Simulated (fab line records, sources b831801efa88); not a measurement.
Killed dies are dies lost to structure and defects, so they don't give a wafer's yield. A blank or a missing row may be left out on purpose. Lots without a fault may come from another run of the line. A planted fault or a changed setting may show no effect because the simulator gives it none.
fab line records | flow gf180mcu
record lots=14 wafers=42 last_day=34
route steps=602 shown POLY_GATE@169 SAB@274 CONTACT@292
lots that met no fault: from a run of the same line without faults
start_h: hours from the record's first day to the start of the lot's first wafer shown | wait_h: hours since the lot's step before | " the same as in the row above | L1.1+2: a row that stands for several wafers | - no value, or no start given | * or withheld: withheld | < > ~ a bound
route shown NAME@n: a module of which the file shows steps, and the number in the route of the first | usual: mean/standard deviation of fault-free wafers | same: alike in all rows | chamber/n: place in a boat | sites: the reading at each site | _std_site: their standard deviation | _edge_site: outer sites' mean less inner sites' | radius_mm: how far each site lies from the wafer's centre | mask NAME#n: copy n | behind: the tool/chamber that last shaped the wafer | hold: why the lot was held/for how many hours/how that ended | device: the transistor (n, p or np) that didn't switch | end of line: the same wafers' tests at the end of the route | a step without rows: its recipe alone | killed: dies lost to structure and defects at the first sort, not the wafer's yield | map: a wafer's dies, x killed, . not, _ none there
set.NAME: the setting as run; set.NAME@STEP: as run at that earlier step | model.NAME: the simulator's own value behind a step, which no gauge read
steps of the route over a sample of lots; a table a step, a row a wafer
services: from which hour (start_h, from the record's first day; less than 0 if before it) a tool's chamber was out of use, for how many hours, and why
## steps
# step GF_POLY_GATE_ETCH_12
# recipe chemistry=N2/H2 target_depth_a=withheld overetch_a=withheld time_s=withheld target=BARC ion_energy_ev=200 source_w=500 bias_w=100 pressure_mtorr=30 n2_flow_sccm=100 h2_flow_sccm=200
# usual drypump_motor_current_A=5.8/0.44 oes_product_au=0.735/0.0046 rf_fwd_power_W=496.6/1.7 throttle_valve_pct=13.215/0.0087
# columns lot.wafer tool chamber start_h wait_h drypump_motor_current_A oes_product_au rf_fwd_power_W throttle_valve_pct
L926.2 rie_diel-01 2 196.72 0.0 5.7 0.739 497.5 13.220
L926.5 " 0 " " 6.5 0.726 495.4 13.210
L926.6 " 3 " " 5.5 0.743 498.9 13.201
L927.2 rie_diel-03 1 217.35 0.0 6.1 0.733 496.0 13.194
L927.4 " 3 " " 6.3 0.734 497.9 13.226
L927.5 " 1 " " 6.1 0.727 496.1 13.211
L929.4 rie_diel-03 3 225.02 0.0 6.3 0.743 496.1 13.211
L929.5 " 2 " " 5.9 0.733 496.4 13.215
L929.6 " 3 " " 6.3 0.733 495.8 13.205
L930.1 rie_diel-01 1 228.52 0.0 5.6 0.740 495.4 13.218
L930.2 " 0 " " 6.5 0.731 494.8 13.216
L930.4 " 2 " " 5.6 0.727 496.2 13.219
L931.2 rie_diel-01 1 239.92 0.0 5.6 0.735 495.3 13.208
L931.4 " 2 " " 5.7 0.741 495.5 13.207
L931.6 " 1 " " 5.6 0.737 495.5 13.207
L932.1 rie_diel-02 3 242.82 0.0 5.8 0.735 493.5 13.214
L932.3 " 1 " " 6.2 0.735 494.4 13.226
L932.5 " 3 " " 5.8 0.731 492.6 13.211
L933.1 rie_diel-03 2 254.91 0.0 5.8 0.735 496.4 13.222
L933.2 " 0 " " 4.9 0.734 496.3 13.234
L933.4 " 2 " " 5.9 0.745 498.2 13.207
L935.1 rie_diel-01 1 270.21 0.0 5.6 0.736 495.6 13.209
L935.5 " 3 " " 5.5 0.734 496.7 13.217
L935.6 " 2 " " 5.7 0.737 494.7 13.218
L938.1 rie_diel-01 2 284.31 0.0 5.7 0.738 496.4 13.226
L938.4 " 3 " " 5.4 0.735 499.2 13.220
L938.5 " 0 " " 6.5 0.729 498.6 13.214
L939.1 rie_diel-02 2 287.96 0.0 5.5 0.736 496.5 13.211
L939.3 " 3 " " 5.8 0.734 494.2 13.216
L939.6 " 0 " " 5.4 0.746 495.7 13.209
L940.1 rie_diel-02 3 295.32 0.0 5.8 0.730 495.6 13.219
L940.3 " 1 " " 6.3 0.739 498.8 13.199
L940.4 " 1 " " 6.2 0.745 499.3 13.218
L943.1 rie_diel-01 2 315.20 0.0 5.7 0.735 573.7 13.238
L943.4 " 0 " " 6.5 0.726 578.3 13.203
L943.6 " 1 " " 5.6 0.737 571.0 13.220
L946.1 rie_diel-01 0 338.46 0.0 6.5 0.732 575.4 13.213
L946.2 " 2 " " 5.7 0.738 575.3 13.205
L946.6 " 0 " " 6.6 0.736 579.3 13.214
L949.2 rie_diel-03 0 359.11 0.0 4.8 0.734 497.4 13.213
L949.3 " 1 " " 6.1 0.728 498.8 13.217
L949.6 " 2 " " 5.9 0.742 498.5 13.208
# step GF_SAB_OVL_MEAS_10
# usual SAB_OVL=0.0/1.2
# columns lot.wafer tool chamber start_h wait_h SAB_OVL[nm]
L926.2 overlay-01 - 337.29 0.1 0.1
L926.5 " - " " -0.9
L926.6 " - " " -0.6
L927.2 overlay-01 - 362.81 0.1 -1.1
L927.4 " - " " 0.5
L927.5 " - " " -1.4
L929.4 overlay-01 - 370.59 0.1 0.4
L929.5 " - " " -0.5
L929.6 " - " " 0.9
L930.1 overlay-02 - 381.18 0.1 -1.1
L930.2 " - " " -1.1
L930.4 " - " " -0.7
L931.2 overlay-02 - 391.69 0.1 0.4
L931.4 " - " " -0.1
L931.6 " - " " 0.0
L932.1 overlay-02 - 392.51 0.1 -0.3
L932.3 " - " " -0.8
L932.5 " - " " -0.7
L933.1 overlay-01 - 407.03 0.1 1.0
L933.2 " - " " -0.3
L933.4 " - " " -0.1
L935.1 overlay-01 - 427.58 0.1 -0.4
L935.5 " - " " 1.7
L935.6 " - " " -0.7
L938.1 overlay-02 - 442.73 0.1 0.2
L938.4 " - " " 1.1
L938.5 " - " " -0.5
L939.1 overlay-02 - 450.73 0.1 -0.3
L939.3 " - " " 1.3
L939.6 " - " " 0.9
L940.1 overlay-02 - 460.01 0.1 -1.0
L940.3 " - " " -2.0
L940.4 " - " " -2.0
L943.1 overlay-02 - 482.56 0.1 0.5
L943.4 " - " " -0.9
L943.6 " - " " 0.4
L946.1 overlay-02 - 514.26 0.1 3.4
L946.2 " - " " 2.1
L946.6 " - " " 2.5
L949.2 overlay-01 - 531.01 0.1 -1.8
L949.3 " - " " 0.0
L949.6 " - " " -2.3
# step GF_CONTACT_BOW_MEAS_05
# recipe mode=bow
# usual CONTACT_BOW=67/7.5
# columns lot.wafer tool chamber start_h wait_h CONTACT_BOW[um]
L926.2 film_metro-02 - 338.75 0.1 64
L926.5 " - " " 74
L926.6 " - " " 67
L927.2 film_metro-02 - 364.30 0.3 72
L927.4 " - " " 77
L927.5 " - " " 68
L929.4 film_metro-01 - 372.08 0.3 63
L929.5 " - " " 68
L929.6 " - " " 70
L930.1 film_metro-01 - 382.62 0.1 73
L930.2 " - " " 64
L930.4 " - " " 67
L931.2 film_metro-01 - 393.14 0.2 76
L931.4 " - " " 60
L931.6 " - " " 75
L932.1 film_metro-02 - 393.98 0.1 65
L932.3 " - " " 64
L932.5 " - " " 53
L933.1 film_metro-03 - 408.47 0.1 63
L933.2 " - " " 55
L933.4 " - " " 65
L935.1 film_metro-02 - 429.03 0.2 67
L935.5 " - " " 78
L935.6 " - " " 66
L938.1 film_metro-02 - 444.18 0.2 52
L938.4 " - " " 56
L938.5 " - " " 59
L939.1 film_metro-01 - 452.19 0.1 69
L939.3 " - " " 75
L939.6 " - " " 52
L940.1 film_metro-01 - 461.45 0.2 62
L940.3 " - " " 55
L940.4 " - " " 53
L943.1 film_metro-02 - 484.01 0.1 56
L943.4 " - " " 73
L943.6 " - " " 65
L946.1 film_metro-01 - 515.70 0.1 62
L946.2 " - " " 66
L946.6 " - " " 69
L949.2 film_metro-01 - 532.48 0.1 68
L949.3 " - " " 73
L949.6 " - " " 69
# step GF_CONTACT_OVL_MEAS_15
# usual CONTACT_OVL=4/5.7
# columns lot.wafer tool chamber start_h wait_h CONTACT_OVL[nm]
L926.2 overlay-02 - 360.39 0.1 1
L926.5 " - " " 5
L926.6 " - " " 8
L927.2 overlay-02 - 386.51 0.1 4
L927.4 " - " " 8
L927.5 " - " " 3
L929.4 overlay-02 - 395.08 0.1 6
L929.5 " - " " -2
L929.6 " - " " 4
L930.1 overlay-01 - 405.96 0.1 4
L930.2 " - " " 0
L930.4 " - " " 11
L931.2 overlay-01 - 416.49 0.1 4
L931.4 " - " " 1
L931.6 " - " " 9
L932.1 overlay-01 - 417.86 0.1 9
L932.3 " - " " -4
L932.5 " - " " 7
L933.1 overlay-01 - 431.96 0.1 -1
L933.2 " - " " -3
L933.4 " - " " -7
L935.1 overlay-01 - 453.66 0.1 2
L935.5 " - " " 4
L935.6 " - " " -4
L938.1 overlay-01 - 468.56 0.1 7
L938.4 " - " " 10
L938.5 " - " " 9
L939.1 overlay-01 - 477.03 0.1 4
L939.3 " - " " 5
L939.6 " - " " 1
L940.1 overlay-02 - 485.61 0.1 6
L940.3 " - " " 21
L940.4 " - " " 5
L943.1 overlay-02 - 508.01 0.1 -3
L943.4 " - " " 3
L943.6 " - " " -5
L946.1 overlay-01 - 539.20 0.1 12
L946.2 " - " " 10
L946.6 " - " " 9
L949.2 overlay-01 - 555.69 0.1 -4
L949.3 " - " " 7
L949.6 " - " " -8
## services
# columns tool chamber start_h hours kind
rie_diel-01 1 185.11 7.2 repair
rie_diel-02 1 188.91 9.9 repair
rie_diel-02 - 217.20 0.6 repair
rie_diel-03 1 247.07 14.3 repair
rie_diel-01 2 248.15 8.1 repair
rie_diel-02 - 252.31 0.8 repair
rie_diel-02 0 255.57 2.6 repair
rie_diel-02 - 277.94 2.8 pm
rie_diel-01 - 293.79 2.8 pm
rie_diel-02 0 294.52 4.0 repair
rie_diel-01 2 315.41 3.5 repair
rie_diel-03 0 326.04 - clean
rie_diel-03 0 326.04 20.0 scheduled_down
rie_diel-03 0 326.04 20.0 vent_cycle
rie_diel-03 0 352.75 2.6 repair
## key
first_sign step=GF_POLY_GATE_ETCH_12 reading=rf_fwd_power_W direction=up sigmas=46 usual=496.6 struck=575.5
effect none on later readings
met_at GF_POLY_GATE_ETCH_12
struck_lots L943,L946
tester_left_out L943,L946
not_acting_at GF_SAB_OVL_MEAS_10,GF_CONTACT_BOW_MEAS_05,GF_CONTACT_OVL_MEAS_15
onset_between 284.31 315.20
fault kind=process_parameter_drift tool=rie_diel-01 chamber=- onset_h=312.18 steps=GF_POLY_GATE_ETCH_12 channel=source_w offset=80 shape=step end_h=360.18 acts_in=these_recipes_only stated=500
# tester_left_out: of these lots the tester's yield and bins aren't shown, on N5 and GAA mostly nor the transistor test; their killed dies are dies lost to structure and defects alone, not to doping, threshold or leakage, so they don't give the yield
